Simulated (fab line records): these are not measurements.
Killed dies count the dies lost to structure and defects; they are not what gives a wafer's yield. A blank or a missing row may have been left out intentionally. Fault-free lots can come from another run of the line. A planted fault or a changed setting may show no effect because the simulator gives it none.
Which tool was responsible?    flow sfq line    Sampling: 15 lots, 45 wafers, 3 of 325 route steps

== WHAT THE GAUGES READ, wafer by wafer ==
The record holds no reading of a measuring or inspecting step that can be judged against a usual standard deviation.

== WHICH TOOL RAN EACH LOT (tool, then ch and the chambers of the sampled wafers, then the start) ==
lot   SFQ_TRILAYER_I3_CMP_CMP_082    SFQ_TRILAYER_I3_METRO_MEASURE_083  SFQ_TRILAYER_I3_VIA_ETCH_VIA_ETCH_088
L436  cmp-01 ch 0,2,3, day 27 23:15  film metro-04, day 28 01:04        rie diel-03 ch 0,3, day 30 00:17
L437  cmp-02 ch 0,1,2, day 28 06:11  film metro-04, day 28 08:48        rie diel-03 ch 1,2, day 30 09:53
L438  cmp-02 ch 0,1,2, day 28 15:11  film metro-04, day 28 17:48        rie diel-03 ch 0,3, day 30 19:29
L439  cmp-01 ch 1,2,3, day 28 23:03  film metro-02, day 29 02:22        rie diel-04 ch 1,2,3, day 31 05:05
L442  cmp-02 ch 1,2, day 30 05:41    film metro-02, day 30 09:12        rie diel-03 ch 2,3, day 32 13:08
L443  cmp-02 ch 0,1,2, day 30 21:11  film metro-02, day 30 23:48        rie diel-03 ch 0,1,2, day 33 08:53
L444  cmp-02 ch 0,1,3, day 31 08:28  film metro-04, day 31 10:47        rie diel-02 ch 0,3, day 34 00:29
L445  cmp-01 ch 2,3, day 32 23:17    film metro-04, day 33 02:49        rie diel-02 ch 0,1, day 35 13:41
L446  cmp-01 ch 0,2,3, day 33 09:47  film metro-04, day 33 11:37        rie diel-02 ch 0,3, day 35 22:05
L449  cmp-01 ch 1,3, day 34 02:47    film metro-02, day 34 05:25        rie diel-02 ch 0,2,3, day 37 01:41
L451  cmp-02 ch 0,1,2, day 35 01:58  film metro-01, day 35 04:59        rie diel-04 ch 0,2,3, day 38 19:59
L452  cmp-01 ch 0,1,3, day 35 06:35  film metro-01, day 35 09:43        rie diel-04 ch 0,1,3, day 39 04:29
L453  cmp-01 ch 1,2, day 35 17:22    film metro-02, day 35 20:41        rie diel-04 ch 1,3, day 39 19:26
L458  cmp-02 ch 0,3, day 36 16:28    film metro-01, day 36 19:47        rie diel-04 ch 0,2,3, day 41 06:14
L459  cmp-02 ch 0,1,3, day 36 19:28  film metro-04, day 36 22:35        rie diel-03 ch 0,2, day 41 08:38
- SFQ_TRILAYER_I3_CMP_CMP_082: polishes SiO2.
- SFQ_TRILAYER_I3_METRO_MEASURE_083
- SFQ_TRILAYER_I3_VIA_ETCH_VIA_ETCH_088: etches SiO2 in CHF3, stops on Nb, target depth 260 nm.

== AS READ BY THE TOOLS THEMSELVES (means over the sampled wafers that have a number; for cases with no such wafer, the mark the record gives instead) ==
SFQ_TRILAYER_I3_CMP_CMP_082. Usual: motor current A 10.4 A, standard deviation 0.99; retaining ring pressure frac 1.000, standard deviation 0.0051; slurry filter dp kPa 13.49 kPa, standard deviation 0.13; time to endpoint s 215 s, standard deviation 6.8.
lot   tool    motor current A (A)  retaining ring pressure frac  slurry filter dp kPa (kPa)  time to endpoint s (s)  flag
L436  cmp-01  10.2                 1.003                         13.38                       224                     
L437  cmp-02  11.1                 0.999                         13.64                       217                     
L438  cmp-02  10.8                 0.997                         13.46                       217                     
L439  cmp-01  9.2                  0.995                         13.53                       214                     
L442  cmp-02  11.0                 0.998                         13.42                       218                     
L443  cmp-02  11.1                 0.999                         13.48                       216                     
L444  cmp-02  10.8                 1.000                         13.58                       214                     
L445  cmp-01  8.8                  1.000                         13.51                       214                     
L446  cmp-01  10.1                 1.007                         13.59                       211                     
L449  cmp-01  9.7                  1.000                         13.44                       279                     OFF
L451  cmp-02  10.5                 0.999                         13.51                       211                     
L452  cmp-01  10.4                 0.999                         13.45                       282                     OFF
L453  cmp-01  9.0                  1.001                         13.37                       276                     OFF
L458  cmp-02  10.4                 1.001                         13.42                       211                     
L459  cmp-02  10.7                 1.001                         13.40                       211                     

SFQ_TRILAYER_I3_METRO_MEASURE_083. Usual: thk nm 199.6 nm, standard deviation 0.91.
lot   tool           thk nm (nm)  flag
L436  film metro-04  198.9        
L437  film metro-04  200.2        
L438  film metro-04  200.6        
L439  film metro-02  200.7        
L442  film metro-02  199.3        
L443  film metro-02  200.1        
L444  film metro-04  199.7        
L445  film metro-04  198.9        
L446  film metro-04  198.6        
L449  film metro-02  303.7        OFF
L451  film metro-01  199.5        
L452  film metro-01  305.7        OFF
L453  film metro-02  302.2        OFF
L458  film metro-01  199.4        
L459  film metro-04  200.6        

SFQ_TRILAYER_I3_VIA_ETCH_VIA_ETCH_088. Usual: drypump motor current A 5.57 A, standard deviation 0.22; oes product au 0.854 a.u., standard deviation 0.0053; rf fwd power W 517.0 W, standard deviation 1.6.
lot   tool         drypump motor current A (A)  oes product au (a.u.)  rf fwd power W (W)  flag
L436  rie diel-03  5.67                         0.852                  516.9               
L437  rie diel-03  5.72                         0.858                  518.0               
L438  rie diel-03  5.68                         0.854                  516.8               
L439  rie diel-04  5.65                         0.855                  516.3               
L442  rie diel-03  5.78                         0.855                  516.5               
L443  rie diel-03  5.61                         0.852                  516.5               
L444  rie diel-02  5.46                         0.858                  517.2               
L445  rie diel-02  5.62                         0.849                  517.7               
L446  rie diel-02  5.43                         0.846                  516.7               
L449  rie diel-02  5.27                         1.007                  516.0               OFF
L451  rie diel-04  5.77                         0.854                  518.0               
L452  rie diel-04  5.61                         1.008                  517.1               OFF
L453  rie diel-04  5.66                         1.009                  514.2               OFF
L458  rie diel-04  5.76                         0.856                  517.6               
L459  rie diel-03  5.65                         0.854                  517.8               

== THE ANSWER, worked out from the rows above alone ==
Rule: lot off if the mean of its wafers having a number is beyond 3 standard deviations from the usual mean. Also off: a lot with no number at a reading for which 4 or more lots have one. All remaining lots with rows at the step are treated as sound. First the gauges in route order, then the tools' own readings, where a lot's mean is used as printed above. The first step at which some lot is off is used, and at that step the reading that is off furthest; a lot without a number counts as furthest.
Off, at SFQ_TRILAYER_I3_CMP_CMP_082 on time to endpoint s: L449, L452, L453.
A tool fits if, at that step or a process step before it, it ran every lot that is off, and no sound lot after the first of them. One candidate fits, namely cmp-01 at SFQ_TRILAYER_I3_CMP_CMP_082. Its last sound lot is L446 (day 33 09:47), its first lot that is off L449 (day 34 02:47): a fault that began between those two fits.
The tool's own readings at SFQ_TRILAYER_I3_CMP_CMP_082 bear it out: on the lots that are off they differ by more than 5 times the standard deviation of the sound lots' means. time to endpoint s reads 279 s there against 215 s on the sound lots.

== WHAT THE SIMULATOR HAD INSERTED ==
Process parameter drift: cmp-01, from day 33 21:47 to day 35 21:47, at SFQ_TRILAYER_I3_CMP_CMP_082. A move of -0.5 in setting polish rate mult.
Struck lots among those shown: L449, L452, L453. The same result came from the rule above.
